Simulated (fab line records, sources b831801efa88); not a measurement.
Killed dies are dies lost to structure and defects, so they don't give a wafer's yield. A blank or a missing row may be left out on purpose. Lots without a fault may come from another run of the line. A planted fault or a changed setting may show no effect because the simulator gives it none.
A struck lot beside a sound one | flow sfq_line | 32 steps out of a route of 325
Sound: wafers L137.3, L137.5, L137.6. Struck: wafers L156.4, L156.5, L156.6. The cause comes at the end.
At each step with rows: each side's tool, then ch and its chambers, then its first start. Under that, the readings that differ: sound wafers | struck wafers | difference of the means | sigmas: that difference in standard deviations of wafers without a fault.
alike: readings whose means differ by less than 2 such deviations, and words and numbers that are the same on both sides. not compared: withheld readings, readings that some wafer has no value for, bounds like >300 that may hide the same value, and numbers for which the record gives no deviation and whose values overlap.
The two part at a step that has a row with sigmas, a row that says differs or no value, or rows on one side only. Numbers that don't overlap but have no deviation are shown without sigmas and don't part them. A reading that every wafer of one side lacks parts them only if that side has two wafers or more.

SFQ_INCOMING_BOW_MEAS_900:
  sound on film_metro-02, day 1 20:02; struck on film_metro-03, day 5 19:04
  alike: INCOMING_BOW
then, 1 step without rows for these wafers: SFQ_TRILAYER_INCOMING_OXIDATION_002 (target thk 500 nm, ox time 4939 s).
SFQ_TRILAYER_L0_DEP_SPUTTER_003: material MoNx KI, target thk 40 nm, time 100 s.
  sound on pvd_sputter-03, day 1 22:29; struck on pvd_sputter-05, day 5 21:29
  reading                                                  | sound             | struck            | difference | sigmas
  model.MoNx_KI_of_TRILAYER_L0_DEP_SPUTTER_003.thk_nm (nm) | 38.91 38.75 38.96 | 27.76 28.33 28.42 | -10.70     |
  alike: throttle_valve_pct
SFQ_L0_RS_MEAS_901: measures by four-point-probe.
  sound on film_metro-01, day 1 22:36; struck on film_metro-03, day 5 21:37
  reading                | sound          | struck         | difference | sigmas
  L0_MONX_KI_RS (ohm/sq) | 44.7 44.8 44.6 | 62.6 61.4 61.2 | +17.0      | +28
SFQ_L0_THK_MEAS_902: measures by xrf.
  sound on film_metro-01, day 1 22:42; struck on film_metro-03, day 5 21:43
  reading             | sound          | struck         | difference | sigmas
  L0_MONX_KI_THK (nm) | 39.2 39.2 39.2 | 27.7 28.2 28.3 | -11.1      | -20
then, 7 steps without rows for these wafers: SFQ_TRILAYER_L0_LITHO_COAT_010 (resist thk 62 nm); SFQ_TRILAYER_L0_LITHO_COAT_005 (resist thk 600 nm); SFQ_TRILAYER_L0_LITHO_SOFTBAKE_009; SFQ_TRILAYER_L0_LITHO_EXPOSE_006 (exposes mask L0, target cd 2000 nm); SFQ_TRILAYER_L0_LITHO_PEB_008 (peb time 60 s); SFQ_TRILAYER_L0_LITHO_DEVELOP_007 (time 60 s); SFQ_TRILAYER_L0_BARC_OPEN_METAL_ETCH_010 (etches BARC in O2, target depth 125 nm, time 41.7 s).
-- the record jumps here: 4 days lie between the struck wafers' starts before and after --
SFQ_TRILAYER_L0_ETCH_METAL_ETCH_008: etches MoNx KI in SF6/O2, stops on SiO2, target depth 50 nm, time 25 s.
  sound on rie_metal-02 ch 0,1, day 4 16:11; struck on rie_metal-04 ch 0,1, day 9 11:57
  reading               | sound             | struck            | difference | sigmas
  oes_product_au (a.u.) | 0.862 0.859 0.862 | 0.723 0.728 0.727 | -0.135     | -18
  alike: drypump_motor_current_A
  not compared: rf_hours_counter_h
SFQ_TRILAYER_L0_STRIP_STRIP_009: strips in O2.
  sound on rie_metal-02 ch 0,1, day 4 16:25; struck on rie_metal-04 ch 0,1, day 9 12:11
  alike: drypump_motor_current_A, oes_product_au
  not compared: rf_hours_counter_h
then, 1 step without rows for these wafers: SFQ_TRILAYER_L0_STRIP_SOLV_CLEAN_010 (cleans in NMP, time 600 s).
SFQ_TRILAYER_L0_CAP_PECVD_011: deposits SiO2 from SiH4/N2O, time 13.333 s, target thk 60 nm.
  sound on pecvd-01 ch 0,2, day 4 16:59; struck on pecvd-01 ch 0,1,2, day 9 12:46
  alike: chamber_pressure_Torr, heater_power_w, throttle_valve_pct
  not compared: since_wet_clean_h
then, 6 steps without rows for these wafers: SFQ_TRILAYER_L0_VIA_LITHO_COAT_018 (resist thk 62 nm); SFQ_TRILAYER_L0_VIA_LITHO_COAT_013 (resist thk 650 nm); SFQ_TRILAYER_L0_VIA_LITHO_SOFTBAKE_017; SFQ_TRILAYER_L0_VIA_LITHO_EXPOSE_014 (exposes mask L0V, target cd 700 nm); SFQ_TRILAYER_L0_VIA_LITHO_PEB_016 (peb time 60 s); SFQ_TRILAYER_L0_VIA_LITHO_DEVELOP_015 (time 60 s).
-- the record jumps here: 5 days lie between the struck wafers' starts before and after --
SFQ_L0V_OVL_MEAS_903:
  sound on overlay-01, day 7 13:13; struck on overlay-01, day 14 09:08
  alike: L0V_OVL
SFQ_TRILAYER_L0_VIA_BARC_OPEN_VIA_ETCH_021: etches BARC in O2, target depth 125 nm, time 41.7 s.
  sound on rie_diel-04 ch 0,1, day 7 13:14; struck on rie_diel-04 ch 0,1,3, day 14 09:09
  alike: drypump_motor_current_A, oes_product_au
  not compared: rf_hours_counter_h
then, 1 step without rows for these wafers: SFQ_TRILAYER_L0_VIA_ETCH_VIA_ETCH_016 (etches SiO2 in CHF3, stops on MoNx KI, target depth 80 nm).
SFQ_TRILAYER_L0_VIA_STRIP_STRIP_017: strips in O2.
  sound on rie_metal-01 ch 0,1, day 7 13:32; struck on rie_metal-03 ch 0,1, day 14 09:26
  reading                     | sound       | struck      | difference | sigmas
  drypump_motor_current_A (A) | 5.3 5.6 5.3 | 6.5 6.5 6.2 | +1.0       | +2
  alike: oes_product_au
  not compared: rf_hours_counter_h
then, 2 steps without rows for these wafers: SFQ_TRILAYER_L0_VIA_STRIP_SOLV_CLEAN_018 (cleans in NMP, time 600 s); SFQ_TRILAYER_M0_DEP_PRE_CLEAN_020 (time 15 s).
SFQ_TRILAYER_M0_DEP_SPUTTER_019: material Nb, target thk 200 nm, time 133.3 s.
  sound on pvd_sputter-06, day 7 14:08; struck on pvd_sputter-05, day 14 10:02
  alike: resputter_cathode_voltage_v, throttle_valve_pct
SFQ_M0_RS_MEAS_904: measures by four-point-probe.
  sound on film_metro-01, day 7 14:16; struck on film_metro-03, day 14 10:11
  alike: M0_NB_RS
then, 1 step without rows for these wafers: SFQ_TRILAYER_M0_LITHO_COAT_026 (resist thk 62 nm).
-- the record jumps here: 72 days lie between the struck wafers' starts before and after --
SFQ_M8_BOW_MEAS_951:
  sound on film_metro-04, day 77 08:28; struck on film_metro-01, day 86 05:10
  reading                  | sound             | struck            | difference | sigmas
  model.etest.l0.ohm_sq    | 44.71 44.89 44.65 | 62.66 61.4 61.21  | +17.01     |
  model.etest.l0v.link_ohm | 45.62 45.81 45.56 | 63.57 62.31 62.12 | +17.00     |
  model.etest.l0.ohm_um    | 22.31 22.42 22.33 | 31.35 30.71 30.6  | +8.53      |
  alike: M8_BOW

WHERE THEY PART
First at SFQ_L0_RS_MEAS_901; last, within this record, at SFQ_TRILAYER_L0_VIA_STRIP_STRIP_017. Later steps at which nothing parts them and some readings are alike: SFQ_TRILAYER_M0_DEP_SPUTTER_019, SFQ_M0_RS_MEAS_904, SFQ_M8_BOW_MEAS_951.

WHY: what the simulator had put in
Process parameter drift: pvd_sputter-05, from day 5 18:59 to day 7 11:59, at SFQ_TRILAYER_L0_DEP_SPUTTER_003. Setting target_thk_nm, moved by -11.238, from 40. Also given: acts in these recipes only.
